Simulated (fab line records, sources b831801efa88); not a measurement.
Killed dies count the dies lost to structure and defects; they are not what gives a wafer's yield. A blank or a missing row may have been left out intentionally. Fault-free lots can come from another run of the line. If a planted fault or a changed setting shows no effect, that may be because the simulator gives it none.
Chamber matching + flow sky130 + cmp-01 running SKY_LI_CONTACT_CMP_02: 4 sister chambers
The step polishes PSG. 4 wafers are shown with their chamber, then 7 later ones without.

## WAFERS WITH THEIR CHAMBER
| wafer  | chamber | motor-current-A (A) |
|--------|---------|---------------------|
| L686.6 | 2       | 11.2                |
| L698.4 | 1       | 11.4                |
| L701.4 | 0       | 13.2                |
| L701.5 | 3       | 12.1                |

## WAFERS WITHOUT THEIR CHAMBER
| wafer  | motor-current-A (A) |
|--------|---------------------|
| L701.6 | 13.9                |
| L706.1 | 12.7                |
| L706.4 | 12.7                |
| L706.5 | 11.8                |
| L705.2 | 14.3                |
| L705.3 | 11.9                |
| L705.4 | 12.2                |

## WHICH CHAMBER EACH WENT THROUGH
| wafer  | from the rows above               | in truth |
|--------|-----------------------------------|----------|
| L701.6 | can't be placed: 0 or 3           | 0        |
| L706.1 | can't be placed: 0 or 3 or 1 or 2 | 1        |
| L706.4 | can't be placed: 0 or 3 or 1 or 2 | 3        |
| L706.5 | can't be placed: 3 or 1 or 2 or 0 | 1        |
| L705.2 | can't be placed: 0 or 3           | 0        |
| L705.3 | can't be placed: 3 or 1 or 2 or 0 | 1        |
| L705.4 | can't be placed: 3 or 1 or 0 or 2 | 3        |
0 of 7 placed correctly. These rows do not allow placing 7 (true chamber among the candidates in 7). Placed wrongly: 0.
How it was worked out, from the rows above alone: a wafer's distance from a chamber is the root of the sum, over the readings, of the square of ((its reading less the chamber's mean) divided by the reading's scatter). The wafer belongs to the nearest chamber; if the next one is less than 2 further off, it can't be placed. Each chamber's mean is taken over the wafers shown for it. The scatter: root of mean squared gap, hidden wafer to nearest shown wafer, with one shown wafer a chamber.
